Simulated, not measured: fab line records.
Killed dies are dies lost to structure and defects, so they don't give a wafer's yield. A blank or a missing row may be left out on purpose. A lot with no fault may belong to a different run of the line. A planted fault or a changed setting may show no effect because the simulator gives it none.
Comparing a struck lot with a sound one | flow sky130 | 17 steps out of a route of 708
Sound: wafers L740.2, L740.4, L740.6. Struck: wafers L743.1, L743.4, L743.6. Last of all comes the cause.
Order at every step that has rows: each side's tool, ch and its chambers, its first start. Under that, the readings that differ: sound wafers | struck wafers | difference of the means | sigmas: that difference in standard deviations of wafers without a fault.
alike: words and numbers the same on both sides, and readings whose means are apart by under 2 such deviations; not compared: readings that were withheld, readings missing a value for some wafer, numbers with overlapping values and no deviation given by the record, and bounds like >300 which may hide the same value.
The two part at a step that has a row with sigmas, a row that says differs or no value, or rows on one side only. When numbers do not overlap yet have no deviation, they are printed without sigmas and do not part them. A reading missing from all wafers of one side parts the sides only when that side holds two or more wafers.

first, 5 steps without rows for these wafers: SKY_SD_N_COAT_02 (resist thk 1140 nm); SKY_SD_N_SOFTBAKE_03 (time 60 s); SKY_SD_N_EXPOSE_04 (exposes mask NSDM, target cd 380 nm); SKY_SD_N_PEB_05; SKY_SD_N_DEVELOP_06 (develop time 60 s).
SKY_SD_N_CD_MEAS_07: target cd 380 nm.
  sound on cd_sem-02 at day 32 16:29; struck on cd_sem-01 at day 33 02:10
  alike: cd_nm
SKY_SD_N_OVL_MEAS_08:
  sound on overlay-02 at day 32 16:36; struck on overlay-01 at day 33 02:17
  alike: SD_N_OVL
then, 2 steps without rows for these wafers: SKY_SD_N_IMPLANT_09; SKY_SD_N_IMPLANT_10.
SKY_SD_N_STRIP_11: strips in O2/N2.
  sound on plasma_asher-03 ch 0,1, day 32 16:56; struck on plasma_asher-03 ch 0,1, day 33 02:38
  alike: drypump_motor_current_A, oes_product_au, strip_time_to_endpoint_s
  not compared: rf_hours_counter_h
SKY_SD_N_TW_MEAS_12:
  sound on film_metro-02 at day 32 17:02; struck on film_metro-04 at day 33 02:44
  alike: SD_N_TW
then, 1 step without rows for these wafers: SKY_SD_N_CLEAN_13 (cleans in SC1/SC2, time 150 s).
SKY_SD_N_RTA_14: time 2 s.
  sound on rtp_anneal-01 ch 0, day 32 17:09; struck on rtp_anneal-01 ch 0, day 33 02:50
  reading            | sound                | struck               | difference | sigmas
  lamp_power_pct (%) | 15.66 15.73 15.78    | 16.68 16.69 16.64    | +0.95      | +18
  wafer_temp_C_max   | 1078.7 1078.8 1077.2 | 1116.6 1116.4 1114.4 | +37.6      | +31
SKY_SD_N_RS_MEAS_16: measures by four-point-probe.
  sound on film_metro-04 at day 32 17:22; struck on film_metro-04 at day 33 03:01
  reading          | sound             | struck            | difference | sigmas
  SD_N_RS (ohm/sq) | 68.65 68.52 68.37 | 61.15 61.43 61.31 | -7.22      | -56
SKY_SD_N_RS_MEAS_17: measures by four-point-probe.
  sound on film_metro-04 at day 32 17:29; struck on film_metro-04 at day 33 03:08
  reading          | sound             | struck            | difference | sigmas
  SD_P_RS (ohm/sq) | 147.1 146.6 146.6 | 111.9 112.5 112.3 | -34.5      | -99
SKY_SD_N_RS_MEAS_18: measures by four-point-probe.
  sound on film_metro-04 at day 32 17:36; struck on film_metro-04 at day 33 03:15
  alike: RES_XHIGH_RS
-- the record jumps here: 17 days lie between the struck wafers' starts before and after (it left off in module SD_N and takes up again in module PAD_OPEN, whose first step shown is number 708 of the route) --
SKY_PAD_OPEN_PROBE_99:
  sound on prober-01 at day 49 08:41; struck on prober-02 at day 49 15:37
  reading                                | sound             | struck            | difference | sigmas
  model.etest.res_xhigh_po.line_ohm_um   | 5710 5679 5614    | 4183 4168 4105    | -1516      |
  model.etest.res_xhigh_po.rs_ohm_sq     | 1950 1964 1943    | 1456 1443 1454    | -501       |
  model.etest.pfet_01v8.r_on_ohm_um      | 2924 2934 2904    | 2343 2396 2367    | -552       |
  model.etest.res_pdiff.line_ohm_um      | 1360 1351 1364    | 1049 1067 1034    | -308       |
  model.etest.pfet_g5v0d10v5.r_on_ohm_um | 4725 4686 4728    | 4512 4489 4431    | -236       |
  model.etest.res_high_po.line_ohm_um    | 754.6 743 738.5   | 581.4 587 582.9   | -161.6     |
  model.etest.licon_high_po.rc_ohm       | 355.5 350.9 332.4 | 229.2 233.4 221   | -118.4     |
  model.etest.res_ndiff.line_ohm_um      | 774.7 749.4 774   | 692.8 704.6 669.2 | -77.2      |
  alike: killed_at_M0_to_M3, killed_at_M4_up, killed_at_contacts, killed_at_front_end, killed_at_other, killed_dies, killed_open, killed_short

## WHERE THEY PART
Earliest at SKY_SD_N_RTA_14; latest, in this record, at SKY_SD_N_RS_MEAS_17. Later steps at which nothing parts them and some readings are alike: SKY_SD_N_RS_MEAS_18, SKY_PAD_OPEN_PROBE_99.

WHY: what had been put in by the simulator
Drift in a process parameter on rtp_anneal-01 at SKY_SD_N_RTA_14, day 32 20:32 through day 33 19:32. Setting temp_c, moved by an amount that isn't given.
